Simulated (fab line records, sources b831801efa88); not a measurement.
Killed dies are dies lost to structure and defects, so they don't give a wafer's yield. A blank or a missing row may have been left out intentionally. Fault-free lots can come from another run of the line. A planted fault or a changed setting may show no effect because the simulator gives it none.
Comparing a struck lot with a sound one    flow gf180mcu    15 out of 602 route steps
Sound: these wafers, L620.1, L620.5, L620.6. Struck: wafer L616.4 (left out: L616.1, a lot-mate that was not struck); the cause follows at the end.
For every step that has rows: the tool of each side, followed by ch and its chambers, followed by its first start. Under that, the readings that differ: sound wafers    struck wafers    difference of the means    sigmas: that difference in standard deviations of wafers without a fault.
alike: same words and numbers on both sides, and readings whose means sit less than 2 such deviations apart. not compared: any withheld reading, any reading some wafer has no value for, any bound like >300 that may hide the same value, and any number with overlapping values for which the record gives no deviation.
A row with sigmas, a row that says differs or no value, or rows on one side alone: a step with any of these is where the two part. Numbers that don't overlap but have no deviation are shown without sigmas and don't part them. A reading missing from all wafers of one side parts the sides only when that side holds two or more wafers.

GF_PSD_RS_MEAS_15: uses a four-point probe to measure.
  sound on film_metro-02, day 20 22:50; struck on film_metro-01, day 19 15:29
  alike: PSD_RS
GF_SAB_CVD_00: deposits SiO2 from TEOS, target thk 50 nm, time 4.9302 s.
  sound on pecvd-03 ch 0,1,2, day 20 22:57; struck on pecvd-01 ch 1, day 19 15:36
  alike: heater_power_w
GF_SAB_THK_MEAS_01:
  sound on film_metro-04, day 20 22:58; struck on film_metro-03, day 19 15:37
  alike: SAB_CVD_00_THK
then, 7 steps without rows for these wafers: GF_SAB_DEHYDRATE_02 (time 60 s); GF_SAB_HMDS_03 (prime time 60 s); GF_SAB_COAT_04 (resist thk 1000 nm); GF_SAB_SOFTBAKE_05 (time 60 s); GF_SAB_EXPOSE_06 (exposes mask SAB, target cd 420 nm); GF_SAB_PEB_07; GF_SAB_DEVELOP_08 (develop time 60 s).
GF_SAB_CD_MEAS_09: target cd 420 nm.
  sound on cd_sem-01, day 21 22:34; struck on cd_sem-02, day 20 14:58
  alike: cd_nm
GF_SAB_OVL_MEAS_10:
  sound on overlay-02, day 21 22:41; struck on overlay-02, day 20 15:05
  alike: SAB_OVL
GF_SAB_ETCH_11: etches SiO2 in C4F8/O2/Ar, target depth 55 nm, time 8.5 s.
  sound on rie_diel-03 ch 0,2,3, day 21 22:43; struck on rie_diel-04 ch 2, day 20 15:08
reading                          sound              struck  difference  sigmas
model.etch.depth_nm (nm)         54.95 55.05 57.46  40.29   -15.53      
model.SAB.feature_depth_nm (nm)  54.95 55.05 57.46  40.29   -15.53      
  alike: oes_product_au
  not compared: rf_hours_counter_h
then, 1 step without rows for these wafers: GF_SAB_WET_ETCH_12 (etches SiO2 in dHF, target depth 22 nm, time 440 s).
GF_PASSIVATION_PROBE_99:
  sound wafers here have rows in the record (prober-02, day 34 03:20); struck ones have none

WHERE THEY PART
At GF_PASSIVATION_PROBE_99 and nowhere else, as far as this record goes.

WHY: the cause the simulator had injected
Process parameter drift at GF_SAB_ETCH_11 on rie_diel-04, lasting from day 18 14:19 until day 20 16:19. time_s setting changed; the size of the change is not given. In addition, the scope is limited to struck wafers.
